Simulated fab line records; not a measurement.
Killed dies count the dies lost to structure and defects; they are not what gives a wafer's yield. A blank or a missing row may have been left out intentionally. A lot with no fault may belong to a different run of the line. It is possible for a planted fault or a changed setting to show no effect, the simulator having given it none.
A lot that was struck, set against a sound lot + flow gf180mcu + 43 steps out of a route of 602
Sound: these wafers, L180.1, L180.4, L180.5. Struck: wafer L194.6. (L194.1, L194.3 of the same lot were not struck and are left out.) The cause comes at the end.
Order at every step that has rows: each side's tool, ch and its chambers, its first start. Under that, the readings that differ: sound wafers + struck wafers + difference of the means + sigmas: that difference in standard deviations of wafers without a fault.
alike: readings with means less than 2 such deviations apart, plus words and numbers identical on both sides. not compared: withheld readings, readings lacking a value on some wafer, bounds such as >300 that could conceal the same value, and numbers that have no deviation in the record and whose values overlap.
A row with sigmas, a row that says differs or no value, or rows on one side alone: a step with any of these is where the two part. Non-overlapping numbers with no deviation appear without sigmas and do not part them. Lack of a reading on every wafer of one side parts them only where that side has two or more wafers.

GF_SAB_STRIP_13: strips in O2/N2.
  sound on plasma-asher-04 ch 0,1, day 16 11:06; struck on plasma-asher-04 ch 0, day 21 13:28
  alike: chamber-pressure-mTorr, drypump-motor-current-A, heater-power-w, oes-product-au, strip-time-to-endpoint-s
  not compared: rf-hours-counter-h
then, 2 steps without rows for these wafers: GF_SALICIDE_CLEAN_00 (cleans in SC1/SC2, time 150 s); GF_SALICIDE_WET_ETCH_01 (etches SiO2 in dHF, target depth 5 nm, time 100 s).
GF_SALICIDE_SPUTTER_02: material Co, target thk 10 nm, time 20 s.
  sound on pvd-sputter-01 at day 16 11:17; struck on pvd-sputter-02 at day 21 13:40
  alike: throttle-valve-pct
then, 1 step without rows for these wafers: GF_SALICIDE_SPUTTER_03 (material TiN, target thk 20 nm, time 16.7 s).
GF_SALICIDE_RS_MEAS_04: measures by four-point-probe.
  sound on film-metro-01 at day 16 11:20; struck on film-metro-03 at day 21 13:43
  alike: SALICIDE_TIN_RS
GF_SALICIDE_THK_MEAS_05: measures by xrf.
  sound on film-metro-01 at day 16 11:28; struck on film-metro-03 at day 21 13:50
  alike: SALICIDE_TIN_THK
then, 4 steps without rows for these wafers: GF_SALICIDE_RTA_06 (time 30 s); GF_SALICIDE_WET_ETCH_07 (etches the open film in SPM, target depth 120 nm); GF_SALICIDE_RTA_08 (time 30 s); GF_CONTACT_CVD_00 (deposits SiO2, target thk 300 nm, time 50 s).
GF_CONTACT_THK_MEAS_01:
  sound on film-metro-04 at day 16 11:52; struck on film-metro-02 at day 21 14:14
  alike: CONTACT_CVD_00_THK
GF_CONTACT_CVD_02: deposits SiO2 from TEOS, target thk 860 nm, time 95.992 s.
  sound on pecvd-04 ch 0,2, day 16 11:56; struck on pecvd-04 ch 2, day 21 14:17
  alike: heater-power-w
GF_CONTACT_THK_MEAS_03:
  sound on film-metro-02 at day 16 12:00; struck on film-metro-04 at day 21 14:22
  alike: CONTACT_CVD_02_THK
GF_CONTACT_CMP_04: polishes SiO2.
  sound on cmp-01 ch 1,2, day 16 12:04; struck on cmp-01 ch 0, day 21 14:25
  alike: edge-zone-pressure-frac, motor-current-A, time-to-endpoint-s
GF_CONTACT_BOW_MEAS_05:
  sound on film-metro-04 at day 16 12:22; struck on film-metro-03 at day 21 14:43
  alike: CONTACT_BOW
then, 8 steps without rows for these wafers: GF_CONTACT_DEHYDRATE_06 (time 60 s); GF_CONTACT_HMDS_07 (prime time 60 s); GF_CONTACT_COAT_08; GF_CONTACT_COAT_09 (resist thk 1000 nm); GF_CONTACT_SOFTBAKE_10 (time 60 s); GF_CONTACT_EXPOSE_11 (exposes mask Contact, target cd 220 nm); GF_CONTACT_PEB_12 (peb time 90 s); GF_CONTACT_DEVELOP_13 (develop time 60 s).
GF_CONTACT_CD_MEAS_14: the cd target is 220 nm.
  sound on cd-sem-02 at day 17 11:11; struck on cd-sem-01 at day 22 13:51
  alike: cd-nm
GF_CONTACT_OVL_MEAS_15:
  sound on overlay-01 at day 17 11:19; struck on overlay-01 at day 22 13:58
| reading          | sound    | struck | difference | sigmas |
|------------------|----------|--------|------------|--------|
| CONTACT_OVL (nm) | -6 -6 -5 | 10     | +16        | +3     |
then, 6 steps without rows for these wafers: GF_CONTACT_ETCH_16 (etches BARC in N2/H2); GF_CONTACT_ETCH_17 (etches SiO2 in C4F8/O2/Ar, stops on CoSi2, target depth 860 nm); GF_CONTACT_STRIP_18 (strips in O2/N2); GF_CONTACT_CLEAN_19 (cleans in SPM); GF_CONTACT_CLEAN_20 (cleans in DIW); GF_CONTACT_CLEAN_21 (cleans in dHF, time 20 s).
GF_CONTACT_SPUTTER_22: material Ti, target thk 15 nm, time 80.02 s.
  sound on pvd-sputter-03 at day 17 11:49; struck on pvd-sputter-04 at day 22 14:29
  alike: substrate-temp-c, throttle-valve-pct
then, 2 steps without rows for these wafers: GF_CONTACT_SPUTTER_23 (material TiN, target thk 10 nm, time 40 s); GF_CONTACT_CVD_24 (deposits W, target thk 300 nm, time 90.339 s).
GF_CONTACT_RS_MEAS_25: measures by four-point-probe.
  sound on film-metro-03 at day 17 12:01; struck on film-metro-03 at day 22 14:41
| reading               | sound             | struck | difference | sigmas |
|-----------------------|-------------------|--------|------------|--------|
| CONTACT_W_RS (ohm/sq) | 0.385 0.385 0.386 | 0.375  | -0.010     | -2     |
GF_CONTACT_THK_MEAS_26: measures by xrf.
  sound on film-metro-03 at day 17 12:08; struck on film-metro-03 at day 22 14:48
| reading            | sound       | struck | difference | sigmas |
|--------------------|-------------|--------|------------|--------|
| CONTACT_W_THK (nm) | 297 297 298 | 306    | +9         | +2     |
then, 3 steps without rows for these wafers: GF_CONTACT_CMP_27 (polishes, stops on SiO2, t overpolish 15 s, target thk 0 nm); GF_M1_SPUTTER_00 (material Ti, target thk 37.5 nm, time 150 s); GF_M1_SPUTTER_01 (material TiN, target thk 30 nm, time 25 s).
GF_M1_SPUTTER_02: material AlCu, target thk 450 nm, time 23.9 s.
  sound on pvd-sputter-01 at day 17 12:38; struck on pvd-sputter-03 at day 22 15:19
  alike: throttle-valve-pct
then, 1 step without rows for these wafers: GF_M1_SPUTTER_03 (material Ti, target thk 10 nm, time 6.7 s).
-- the record jumps here: 11 days lie between the struck wafers' starts before and after (it left off in module M1 and takes up again in module PASSIVATION, whose first step shown is number 602 of the route) --
GF_PASSIVATION_PROBE_99:
  record: rows for the struck wafers here (prober-01, day 33 19:29), none for the sound ones

WHERE THEY PART
Last at GF_PASSIVATION_PROBE_99 as far as this record goes, first at GF_CONTACT_OVL_MEAS_15.

WHY: what had been put in by the simulator
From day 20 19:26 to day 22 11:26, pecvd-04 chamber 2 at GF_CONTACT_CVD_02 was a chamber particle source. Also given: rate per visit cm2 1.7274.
